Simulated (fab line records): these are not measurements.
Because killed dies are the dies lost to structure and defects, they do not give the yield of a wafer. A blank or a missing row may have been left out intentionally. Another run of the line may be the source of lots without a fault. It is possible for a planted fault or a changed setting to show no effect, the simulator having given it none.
Shared-tool check + flow gf180mcu + 11 lots and 33 wafers in the sample

## WHY IT WAS OPENED
2 of 11 lots carry a flag on the reading CONTACT_W_RS at GF_CONTACT_RS_MEAS_25. Fault-free wafers read 0.383 ohm/sq, with a standard deviation of 0.0047.
Rule: flag the lot when none of its wafers has a number, or when each of its wafers that has one lies beyond 4 standard deviations from that mean. As for the other lots, they are considered sound.

| lot  | measured     | on           | CONTACT_W_RS (ohm/sq), wafer by wafer | flag    |
|------|--------------|--------------|---------------------------------------|---------|
| L694 | day 16 19:28 | filmMetro-04 | 0.379 0.376 0.378                     |         |
| L695 | day 17 06:17 | filmMetro-01 | 0.382 0.380 0.384                     |         |
| L697 | day 18 01:20 | filmMetro-04 | 0.381 0.385 0.383                     |         |
| L698 | day 18 04:55 | filmMetro-02 | 0.378 0.382 0.381                     |         |
| L701 | day 19 11:12 | filmMetro-01 | 0.381 0.388 0.382                     |         |
| L705 | day 21 01:43 | filmMetro-04 | 0.274 0.275 0.274                     | FLAGGED |
| L707 | day 21 18:45 | filmMetro-02 | 0.278 0.278 0.276                     | FLAGGED |
| L713 | day 23 13:50 | filmMetro-02 | 0.385 0.390 0.392                     |         |
| L714 | day 23 21:31 | filmMetro-02 | 0.385 0.386 0.382                     |         |
| L715 | day 24 03:42 | filmMetro-04 | 0.386 0.380 0.385                     |         |
| L716 | day 24 06:42 | filmMetro-02 | 0.382 0.386 0.382                     |         |
On average the flagged lots' numbers are 0.276 ohm/sq, which is -0.107 ohm/sq against the usual, or -23 standard deviations.

## TOOL THAT RAN EACH LOT
The record holds 2 process steps before the reading, out of a route of 602 steps. Each cell gives the tool, then ch followed by the chambers the sampled wafers passed through, then the start.
| lot  | flag    | GF_CONTACT_ETCH_17                           | GF_CONTACT_CVD_24            |
|------|---------|----------------------------------------------|------------------------------|
| L694 |         | rieDiel-03 ch 0,2,3, day 16 19:22 or earlier | cvdW-01 ch 0,1, day 16 19:22 |
| L695 |         | rieDiel-04 ch 0,1, day 17 06:10 or earlier   | cvdW-01 ch 0,1, day 17 06:10 |
| L697 |         | rieDiel-02 ch 0,2, day 18 01:13 or earlier   | cvdW-02 ch 0,1, day 18 01:13 |
| L698 |         | rieDiel-02 ch 0,1,3, day 18 04:49 or earlier | cvdW-01 ch 0,1, day 18 04:49 |
| L701 |         | rieDiel-04 ch 0,1,2, day 19 11:06 or earlier | cvdW-02 ch 0,1, day 19 11:06 |
| L705 | FLAGGED | rieDiel-04 ch 0,1, day 21 01:37 or earlier   | cvdW-01 ch 1, day 21 01:37   |
| L707 | FLAGGED | rieDiel-04 ch 0,1,3, day 21 18:39 or earlier | cvdW-01 ch 0,1, day 21 18:39 |
| L713 |         | rieDiel-03 ch 1,3, day 23 13:44 or earlier   | cvdW-02 ch 1, day 23 13:44   |
| L714 |         | rieDiel-03 ch 1,2,3, day 23 21:23 or earlier | cvdW-02 ch 0,1, day 23 21:23 |
| L715 |         | rieDiel-03 ch 2,3, day 24 03:36 or earlier   | cvdW-02 ch 0,1, day 24 03:36 |
| L716 |         | rieDiel-04 ch 0,1,3, day 24 06:36 or earlier | cvdW-02 ch 0,1, day 24 06:36 |
These steps, and what they do:
- GF_CONTACT_ETCH_17: etches SiO2 in C4F8/O2/Ar, stops on CoSi2, target depth 860 nm.
- GF_CONTACT_CVD_24: deposits W, target thk 300 nm, time 90.339 s.
- GF_CONTACT_RS_MEAS_25: measures by four-point-probe.

## FLAGGED AGAINST TOTAL, ONE TOOL AT A TIME (gauges that did the reading follow at the end)
| step                  | tool         | lots run | flagged | share of the flagged lots | sound lots run after its first flagged lot |
|-----------------------|--------------|----------|---------|---------------------------|--------------------------------------------|
| GF_CONTACT_ETCH_17    | rieDiel-02   | 2        | 0       | none                      | -                                          |
| GF_CONTACT_ETCH_17    | rieDiel-03   | 4        | 0       | none                      | -                                          |
| GF_CONTACT_ETCH_17    | rieDiel-04   | 5        | 2       | all                       | 1 (L716)                                   |
| GF_CONTACT_CVD_24     | cvdW-01      | 5        | 2       | all                       | 0                                          |
| GF_CONTACT_CVD_24     | cvdW-02      | 6        | 0       | none                      | -                                          |
| GF_CONTACT_RS_MEAS_25 | filmMetro-01 | 2        | 0       | none                      | -                                          |
| GF_CONTACT_RS_MEAS_25 | filmMetro-02 | 5        | 1       | some                      | 3 (L713,L714,L716)                         |
| GF_CONTACT_RS_MEAS_25 | filmMetro-04 | 4        | 1       | some                      | 1 (L715)                                   |
GF_CONTACT_ETCH_17 gives no start for some lots, so the hours and the order of its lots are those of GF_CONTACT_CVD_24.

## WHAT THE TABLE ALLOWS
rieDiel-04 at GF_CONTACT_ETCH_17 and cvdW-01 at GF_CONTACT_CVD_24 are the 2 rows of the table that ran each flagged lot.
- rieDiel-04 at GF_CONTACT_ETCH_17: 2 of its 5 lots flagged. Sound lots ran on it after the first flagged one (L716), which a lasting fault on the whole tool wouldn't allow.
- cvdW-01 at GF_CONTACT_CVD_24: 2 of its 5 lots flagged. It ran its last sound lot, L698, at day 18 04:49 and its first flagged lot, L705, at day 21 01:37: a fault with its onset between the two fits. Its own readings (susceptorTempC) fall more than 4 standard deviations out on all wafers of the flagged lots.
One tool is left: cvdW-01 at GF_CONTACT_CVD_24.

## WHAT THE SIMULATOR HAD PUT IN
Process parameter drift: cvdW-01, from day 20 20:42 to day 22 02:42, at GF_CONTACT_CVD_24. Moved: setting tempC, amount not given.
Struck lots among those shown: L705, L707. The rule given above showed the same thing.
